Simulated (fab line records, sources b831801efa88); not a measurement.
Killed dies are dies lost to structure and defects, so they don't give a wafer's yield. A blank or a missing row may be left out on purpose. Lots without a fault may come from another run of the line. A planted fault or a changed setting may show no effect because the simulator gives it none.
A struck lot beside a sound one | flow sky130 | 18 steps out of a route of 708
Sound: wafers L681.1, L681.4, L681.6. Struck: wafers L692.3, L692.4, L692.6. The cause comes at the end.
At each step with rows: each side's tool, then ch and its chambers, then its first start. Under that, the readings that differ: sound wafers | struck wafers | difference of the means | sigmas: that difference in standard deviations of wafers without a fault.
alike: readings whose means differ by less than 2 such deviations, and words and numbers that are the same on both sides. not compared: withheld readings, readings that some wafer has no value for, bounds like >300 that may hide the same value, and numbers for which the record gives no deviation and whose values overlap.
The two part at a step that has a row with sigmas, a row that says differs or no value, or rows on one side only. Numbers that don't overlap but have no deviation are shown without sigmas and don't part them. A reading that every wafer of one side lacks parts them only if that side has two wafers or more.

first, 2 steps without rows for these wafers: SKY_CONTACT_PEB_12; SKY_CONTACT_DEVELOP_13 (develop time 62 s).
SKY_CONTACT_CD_MEAS_14: target cd 170 nm.
  sound on cd_sem-01, day 33 01:35; struck on cd_sem-01, day 36 20:36
  reading    | sound             | struck            | difference | sigmas
  cd_nm (nm) | 168.1 167.0 167.1 | 170.7 171.8 171.7 | +4.0       | +3
SKY_CONTACT_OVL_MEAS_15:
  sound on overlay-01, day 33 01:42; struck on overlay-01, day 36 20:41
  alike: CONTACT_OVL
then, 1 step without rows for these wafers: SKY_CONTACT_ETCH_16 (etches BARC in N2/H2, stops on SiO2, time 45.9 s, target depth 60 nm).
SKY_CONTACT_ETCH_17: etches SiO2 in C4F8/O2/Ar, stops on Si3N4, target depth 340 nm.
  sound on rie_diel-02 ch 1,2,3, day 33 01:47; struck on rie_diel-02 ch 1,2,3, day 36 20:46
  alike: oes_product_au, rf_fwd_power_W
SKY_CONTACT_ETCH_18: etches Si3N4 in CHF3/O2, stops on TiN, time 39 s, target depth 75 nm.
  sound on rie_diel-02 ch 1,2,3; struck on rie_diel-02 ch 1,2,3
  alike: drypump_motor_current_A, oes_product_au, rf_fwd_power_W, throttle_valve_pct
  not compared: rf_hours_counter_h
SKY_CONTACT_STRIP_19: strips in O2/N2.
  sound on plasma_asher-03 ch 0,1, day 33 01:52; struck on plasma_asher-02 ch 0,1, day 36 20:53
  alike: drypump_motor_current_A, oes_product_au, strip_time_to_endpoint_s
  not compared: rf_hours_counter_h
then, 3 steps without rows for these wafers: SKY_CONTACT_STRIP_20 (strips in post etch residue remover, time 1200 s); SKY_CONTACT_CLEAN_21 (cleans in IPA, time 180 s); SKY_CONTACT_CLEAN_22 (cleans in O3/DIW).
SKY_CONTACT_SPUTTER_23: material TiN, target thk 20 nm, time 80 s.
  sound on pvd_sputter-04, day 33 02:28; struck on pvd_sputter-03, day 36 21:26
  alike: cathode_dc_power_W, throttle_valve_pct
SKY_CONTACT_CVD_24: deposits W, target thk 340 nm, time 102.12 s.
  sound on cvd_w-01 ch 0,1, day 33 02:32; struck on cvd_w-02 ch 0,1, day 36 21:32
  reading                               | sound             | struck            | difference | sigmas
  model.W_of_CONTACT_CVD_24.thk_nm (nm) | 336.5 340.1 344.7 | 271.8 274.7 276.5 | -66.1      |
  alike: heater_power_w
SKY_CONTACT_RS_MEAS_25: measures by four-point-probe.
  sound on film_metro-02, day 33 02:38; struck on film_metro-02, day 36 21:39
  reading               | sound             | struck            | difference | sigmas
  CONTACT_W_RS (ohm/sq) | 0.341 0.337 0.332 | 0.423 0.418 0.416 | +0.082     | +21
SKY_CONTACT_THK_MEAS_26: measures by xrf.
  sound on film_metro-02, day 33 02:46; struck on film_metro-02, day 36 21:45
  reading            | sound       | struck      | difference | sigmas
  CONTACT_W_THK (nm) | 340 346 349 | 275 276 279 | -68        | -17
SKY_CONTACT_CMP_27: polishes, stops on SiO2, t overpolish 15 s, target thk 0 nm.
  sound on cmp-02 ch 0,1,3, day 33 02:52; struck on cmp-01 ch 1,2,3, day 36 21:50
  reading                | sound    | struck   | difference | sigmas
  time_to_endpoint_s (s) | 75 86 80 | 66 70 67 | -13        | -4
  alike: motor_current_A, retaining_ring_pressure_frac, slurry_filter_dp_kPa
SKY_METAL1_SPUTTER_00: material Ti, target thk 15 nm, time 10 s.
  sound on pvd_sputter-03, day 33 03:07; struck on pvd_sputter-02, day 36 22:05
  alike: cathode_dc_power_W, throttle_valve_pct
-- the record jumps here: 13 days lie between the struck wafers' starts before and after (it left off in module METAL1 and takes up again in module PAD_OPEN, whose first step shown is number 708 of the route) --
SKY_PAD_OPEN_PROBE_99:
  sound on prober-01, day 47 12:16; struck on prober-02, day 49 16:11
  reading            | sound    | struck   | difference | sigmas
  killed_at_M0_to_M3 | 32 43 40 | 51 47 57 | +13        | +2
  alike: killed_at_M4_up, killed_at_contacts, killed_at_front_end, killed_at_other, killed_dies, killed_open, killed_short

WHERE THEY PART
First at SKY_CONTACT_CD_MEAS_14; last, within this record, at SKY_PAD_OPEN_PROBE_99.

WHY: what the simulator had put in
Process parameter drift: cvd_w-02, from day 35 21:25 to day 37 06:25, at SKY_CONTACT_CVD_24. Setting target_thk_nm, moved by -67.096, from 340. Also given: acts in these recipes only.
